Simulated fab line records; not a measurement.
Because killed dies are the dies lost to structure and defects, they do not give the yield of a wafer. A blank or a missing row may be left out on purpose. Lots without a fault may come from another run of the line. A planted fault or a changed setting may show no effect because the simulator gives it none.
A lot that was struck, set against a sound lot ; flow gf180mcu ; 19 out of 602 route steps
Sound: the wafers L843.1, L843.4, L843.6. Wafers L845.1, L845.5, L845.6 were the ones struck. The cause is given at the end.
Each step with rows lists, per side, the tool, then ch with its chambers, then its first start. Under that, the readings that differ: sound wafers ; struck wafers ; difference of the means ; sigmas: that difference in standard deviations of wafers without a fault.
alike: readings with means less than 2 such deviations apart, plus words and numbers identical on both sides. not compared: withheld readings, readings lacking a value on some wafer, bounds such as >300 that could conceal the same value, and numbers that have no deviation in the record and whose values overlap.
A row with sigmas, a row that says differs or no value, or rows on one side alone: a step with any of these is where the two part. When numbers do not overlap yet have no deviation, they are printed without sigmas and do not part them. Lack of a reading on every wafer of one side parts them only where that side has two or more wafers.

GF_M2_SPUTTER_00: material Ti, target thk 37.5 nm, time 150 s.
  sound: pvd-sputter-04 at day 23 06:03; struck: pvd-sputter-03 at day 23 20:59
  alike: throttle-valve-pct
GF_M2_SPUTTER_01: material TiN, target thk 30 nm, time 25 s.
  sound: pvd-sputter-04 at day 23 06:09; struck: pvd-sputter-03 at day 23 21:05
  alike: throttle-valve-pct
then, 1 step without rows for these wafers: GF_M2_SPUTTER_02 (material AlCu, target thk 450 nm, time 23.9 s).
GF_M2_SPUTTER_03: material Ti, target thk 10 nm, time 6.7 s.
  sound: pvd-sputter-04 at day 23 06:13; struck: pvd-sputter-03 at day 23 21:08
  alike: throttle-valve-pct
GF_M2_SPUTTER_04: material TiN, target thk 50 nm, time 41.7 s.
  sound: pvd-sputter-04 at day 23 06:14; struck: pvd-sputter-03 at day 23 21:10
  alike: throttle-valve-pct
GF_M2_RS_MEAS_05: measurement is done with a four-point probe.
  sound: film-metro-02 at day 23 06:16; struck: film-metro-01 at day 23 21:12
reading;sound;struck;difference;sigmas
M2_ALCU_RS (ohm/sq);0.0696 0.0678 0.0682;0.0707 0.0708 0.0709;+0.0023;+2
GF_M2_THK_MEAS_06: measures by xrf.
  sound: film-metro-02 at day 23 06:23; struck: film-metro-01 at day 23 21:19
reading;sound;struck;difference;sigmas
M2_ALCU_THK (nm);450 462 461;444 439 441;-16;-2
then, 5 steps without rows for these wafers: GF_M2_DEHYDRATE_07 (time 60 s); GF_M2_HMDS_08 (prime time 60 s); GF_M2_COAT_09 (resist thk 1000 nm); GF_M2_SOFTBAKE_10 (time 60 s); GF_M2_EXPOSE_11 (exposes mask Metal2, target cd 280 nm).
GF_M2_PEB_12: peb time 90 s.
  sound on litho-track-02 ch 0, day 24 04:30; struck on litho-track-02 ch 0, day 24 18:36
reading;sound;struck;difference;sigmas
heater-power-total-W (W);85.75 85.77 85.53;94.62 94.67 94.87;+9.04;+99 or more
then, 1 step without rows for these wafers: GF_M2_DEVELOP_13 (develop time 60 s).
GF_M2_CD_MEAS_14: target cd 280 nm.
  sound: cd-sem-01 at day 24 04:51; struck: cd-sem-02 at day 24 19:15
reading;sound;struck;difference;sigmas
cd-nm (nm);282.1 279.5 280.4;288.5 289.0 288.8;+8.1;+6
  not compared: hold
GF_M2_OVL_MEAS_15:
  sound: overlay-01 at day 24 04:58; struck: overlay-02 at day 25 02:16
reading;sound;struck;difference;sigmas
hold;- - -;await-dispo/6.9h/release await-dispo/6.9h/release await-dispo/6.9h/release;no value on the sound wafers;
  alike: M2_OVL
GF_M2_METAL_ETCH_16: etches the open film in Cl2/BCl3, stops on SiO2, target depth 750.8 nm, time 125.1 s.
  sound on rie-metal-03 ch 0,1, day 24 05:00; struck on rie-metal-03 ch 0, day 25 02:17
reading;sound;struck;difference;sigmas
model.M2.cd-nm (nm);280.9 277.6 276.6;286.7 289.8 294.4;+11.9;
  alike: drypump-motor-current-A, oes-product-au, throttle-valve-pct
  not compared: rf-hours-counter-h
GF_M2_STRIP_17: strips in O2/N2.
  sound on plasma-asher-01 ch 1, day 24 05:08; struck on plasma-asher-01 ch 0,1, day 25 02:33
  alike: drypump-motor-current-A, heater-power-w, o2-flow-sccm, oes-product-au, strip-time-to-endpoint-s
  not compared: rf-hours-counter-h
then, 1 step without rows for these wafers: GF_PASSIVATION_PROBE_99.

== WHERE THEY PART ==
Earliest at GF_M2_RS_MEAS_05; latest, in this record, at GF_M2_OVL_MEAS_15. Later steps at which nothing parts them and some readings are alike: GF_M2_METAL_ETCH_16, GF_M2_STRIP_17.

WHY: whatever the simulator had introduced
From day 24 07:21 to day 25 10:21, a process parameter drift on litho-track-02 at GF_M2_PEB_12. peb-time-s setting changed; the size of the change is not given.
